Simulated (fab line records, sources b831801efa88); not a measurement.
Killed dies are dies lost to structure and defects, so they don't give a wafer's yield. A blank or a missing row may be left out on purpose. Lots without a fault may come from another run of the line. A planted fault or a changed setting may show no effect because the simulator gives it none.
A struck lot beside a sound one | flow gf180mcu | 16 steps out of a route of 602
Sound: wafers L319.1, L319.4, L319.6. Struck: wafer L325.2. (L325.3, L325.5 of the same lot were not struck and are left out.) The cause comes at the end.
At each step with rows: each side's tool, then ch and its chambers, then its first start. Under that, the readings that differ: sound wafers | struck wafers | difference of the means | sigmas: that difference in standard deviations of wafers without a fault.
alike: readings whose means differ by less than 2 such deviations, and words and numbers that are the same on both sides. not compared: withheld readings, readings that some wafer has no value for, bounds like >300 that may hide the same value, and numbers for which the record gives no deviation and whose values overlap.
The two part at a step that has a row with sigmas, a row that says differs or no value, or rows on one side only. Numbers that don't overlap but have no deviation are shown without sigmas and don't part them. A reading that every wafer of one side lacks parts them only if that side has two wafers or more.

first, 6 steps without rows for these wafers: GF_M4_HMDS_08 (prime time 60 s); GF_M4_COAT_09 (resist thk 1000 nm); GF_M4_SOFTBAKE_10 (time 60 s); GF_M4_EXPOSE_11 (exposes mask Metal4, target cd 280 nm); GF_M4_PEB_12 (peb time 90 s); GF_M4_DEVELOP_13 (develop time 60 s).
GF_M4_CD_MEAS_14: target cd 280 nm.
  sound on cd_sem-01, day 25 23:31; struck on cd_sem-01, day 28 06:50
  alike: cd_nm
GF_M4_OVL_MEAS_15:
  sound on overlay-02, day 25 23:38; struck on overlay-02, day 28 06:57
  alike: M4_OVL
GF_M4_METAL_ETCH_16: etches the open film in Cl2/BCl3, stops on SiO2, target depth 750.8 nm, time 125.1 s.
  sound on rie_metal-01 ch 1, day 25 23:41; struck on rie_metal-01 ch 1, day 28 06:59
  reading               | sound             | struck | difference | sigmas
  oes_product_au (a.u.) | 0.992 0.988 0.984 | 0.971  | -0.017     | -3
  alike: bias_w, drypump_motor_current_A, mfc_cl2_sccm, throttle_valve_pct
  not compared: rf_hours_counter_h
GF_M4_STRIP_17: strips in O2/N2.
  sound on plasma_asher-02 ch 0,1, day 25 23:56; struck on plasma_asher-02 ch 0, day 28 07:07
  alike: drypump_motor_current_A, heater_power_w, oes_product_au, strip_time_to_endpoint_s
  not compared: rf_hours_counter_h
then, 2 steps without rows for these wafers: GF_M4_STRIP_18 (strips in post etch residue remover, time 1200 s); GF_M4_CLEAN_19 (cleans in DIW).
GF_V4_CVD_00: deposits SiO2, target thk 600 nm, time 100 s.
  sound on hdpcvd-01 ch 1,2, day 26 00:30; struck on hdpcvd-02 ch 0, day 28 07:38
  reading                             | sound             | struck | difference | sigmas
  sih4_flow_sccm (sccm)               | 60.03 60.11 59.79 | 90.23  | +30.25     | +99 or more
  model.SiO2_of_V4_CVD_00.thk_nm (nm) | 601 608 596.3     | 891.2  | +289.4     |
GF_V4_THK_MEAS_01:
  sound on film_metro-04, day 26 00:34; struck on film_metro-04, day 28 07:57
  reading            | sound       | struck | difference | sigmas
  V4_CVD_00_THK (nm) | 601 608 596 | 891    | +289       | +40
  not compared: hold
GF_V4_CVD_02: deposits SiO2 from TEOS, target thk 850 nm, time 94.851 s.
  sound on pecvd-04 ch 0,1, day 26 00:38; struck on pecvd-02 ch 2, day 28 10:09
  reading | sound | struck                   | difference                   | sigmas
  hold    | - - - | await_dispo/2.2h/release | no value on the sound wafers |
  alike: heater_power_w
-- the record jumps here: 5 days lie between the struck wafers' starts before and after (it left off in module V4 and takes up again in module PASSIVATION, whose first step shown is number 602 of the route) --
GF_PASSIVATION_PROBE_99:
  the record has rows for the struck wafers here (prober-02, day 33 05:02) and none for the sound ones

WHERE THEY PART
First at GF_M4_METAL_ETCH_16; last, within this record, at GF_PASSIVATION_PROBE_99.

WHY: what the simulator had put in
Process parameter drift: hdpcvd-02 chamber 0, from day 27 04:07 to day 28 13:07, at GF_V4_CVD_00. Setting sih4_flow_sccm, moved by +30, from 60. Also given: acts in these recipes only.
